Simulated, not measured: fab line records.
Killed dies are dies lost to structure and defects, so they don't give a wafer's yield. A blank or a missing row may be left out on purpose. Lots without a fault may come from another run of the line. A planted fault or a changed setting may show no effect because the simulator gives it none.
Comparing a struck lot with a sound one	flow sky130	35 steps out of a route of 708
Sound: the wafers L730.3, L730.4, L730.5. Struck: wafer L725.2. (L725.1, L725.5 of the same lot were not struck and are left out.) The cause comes at the end.
Per side, at each step with rows, come the tool, then ch with its chambers, and then its first start. Under that, the readings that differ: sound wafers	struck wafers	difference of the means	sigmas: that difference in standard deviations of wafers without a fault.
alike: same words and numbers on both sides, and readings whose means sit less than 2 such deviations apart. not compared: any withheld reading, any reading some wafer has no value for, any bound like >300 that may hide the same value, and any number with overlapping values for which the record gives no deviation.
A row with sigmas, a row that says differs or no value, or rows on one side alone: a step with any of these is where the two part. Non-overlapping numbers with no deviation appear without sigmas and do not part them. A reading missing from all wafers of one side parts the sides only when that side holds two or more wafers.

first, 10 steps without rows for these wafers: SKY_METAL3_HMDS_06 (prime time 60 s); SKY_METAL3_COAT_07 (resist thk 60 nm); SKY_METAL3_COAT_08 (resist thk 1140 nm); SKY_METAL3_SOFTBAKE_09 (time 90 s); SKY_METAL3_EXPOSE_10 (exposes mask MM3, target cd 300 nm); SKY_METAL3_PEB_11; SKY_METAL3_DEVELOP_12 (develop time 62.18 s); SKY_METAL3_DESCUM_15 (chemistry O2, time 8 s); SKY_METAL3_ETCH_16 (etches BARC in N2/H2, stops on SiO2, time 88.2 s, target depth 60 nm); SKY_METAL3_ETCH_17 (etches SiO2 in C4F8/O2/Ar, stops on TiN, time 3.9 s, target depth 15 nm).
SKY_METAL3_METAL_ETCH_18: etches the open film in Cl2/BCl3, stops on SiO2, target depth 845 nm, time 183.1 s.
  sound on rie_metal-04 ch 0,1, day 44 05:42; struck on rie_metal-03 ch 0, day 42 18:38
reading	sound	struck	difference	sigmas
rf_hours_counter_h (h)	- - -	12	no value on the sound wafers	
  alike: drypump_motor_current_A, oes_product_au, throttle_valve_pct
then, 23 steps without rows for these wafers: SKY_METAL3_STRIP_19 (strips in O2/N2); SKY_METAL3_STRIP_20 (strips in post etch residue remover, time 1200 s); SKY_METAL3_CLEAN_21 (cleans in IPA, time 180 s); SKY_METAL3_CLEAN_22 (cleans in O3/DIW); SKY_VIA3_HDPCVD_00 (deposits SiO2, target thk 1635 nm, time 272.5 s); SKY_VIA3_CMP_02 (polishes SiO2); SKY_VIA3_DEHYDRATE_04 (time 60 s); SKY_VIA3_HMDS_05 (prime time 60 s); SKY_VIA3_COAT_06 (resist thk 60 nm); SKY_VIA3_COAT_07 (resist thk 450 nm); SKY_VIA3_SOFTBAKE_08 (time 90 s); SKY_VIA3_EXPOSE_09 (exposes mask VIM3, target cd 200 nm); SKY_VIA3_PEB_10; SKY_VIA3_DEVELOP_11 (develop time 60 s); SKY_VIA3_ETCH_14 (etches BARC in N2/H2, stops on SiO2, time 45.9 s, target depth 60 nm); SKY_VIA3_ETCH_15 (etches SiO2 in C4F8/O2/Ar, stops on TiN, target depth 507 nm, time 78 s); SKY_VIA3_STRIP_16 (strips in O2/N2); SKY_VIA3_STRIP_17 (strips in post etch residue remover, time 1200 s); SKY_VIA3_CLEAN_18 (cleans in IPA, time 180 s); SKY_VIA3_CLEAN_19 (cleans in O3/DIW); SKY_VIA3_SPUTTER_20 (material TiN, target thk 20 nm, time 80 s); SKY_VIA3_CVD_21 (deposits W, target thk 390 nm, time 117.31 s); SKY_VIA3_CMP_24 (polishes, stops on SiO2, t overpolish 20 s, target thk 0 nm).
-- the record jumps here: 7 days lie between the struck wafers' starts before and after (it left off in module VIA3 and takes up again in module PAD_OPEN, whose first step shown is number 708 of the route) --
SKY_PAD_OPEN_PROBE_99:
  struck on prober-02, day 49 07:37; sound on prober-01, day 50 05:54
reading	sound	struck	difference	sigmas
defect_limited_yield (%)	80.7 84.1 82.3	76.0	-6.4	-4
killed_at_M0_to_M3	42 38 45	75	+33	+5
killed_dies	95 78 87	118	+31	+4
killed_on_rim	17 10 21	27	+11	+3
sort_bin_3_pad_short (%)	0.8 1.0 1.2	3.5	+2.5	+6
sort_bin_5_function (%)	12.8 9.3 10.8	14.2	+3.2	+2
sort_n_pass	397 414 405	374	-31	-4
sort_yield_pct (%)	80.7 84.1 82.3	76.0	-6.4	-4
model.etest.tester.sort_n_pass	397 414 405	374	-31	
model.etest.tester.sort_yield_pct (%)	80.69 84.15 82.32	76.02	-6.37	
model.etest.tester.sort_bin_5_pct (%)	12.8 9.35 10.77	14.23	+3.26	
model.etest.tester.sort_bin_3_pct (%)	0.813 1.016 1.22	3.455	+2.439	
  alike: killed_at_M4_up, killed_at_contacts, killed_at_front_end, killed_at_other, killed_open, killed_short, sort_bin_6_memory

## WHERE THEY PART
At SKY_METAL3_METAL_ETCH_18 first; at SKY_PAD_OPEN_PROBE_99 last (within this record only).

WHY: what had been put in by the simulator
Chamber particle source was rie_metal-03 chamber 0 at SKY_METAL3_METAL_ETCH_18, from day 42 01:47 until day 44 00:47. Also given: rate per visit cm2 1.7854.
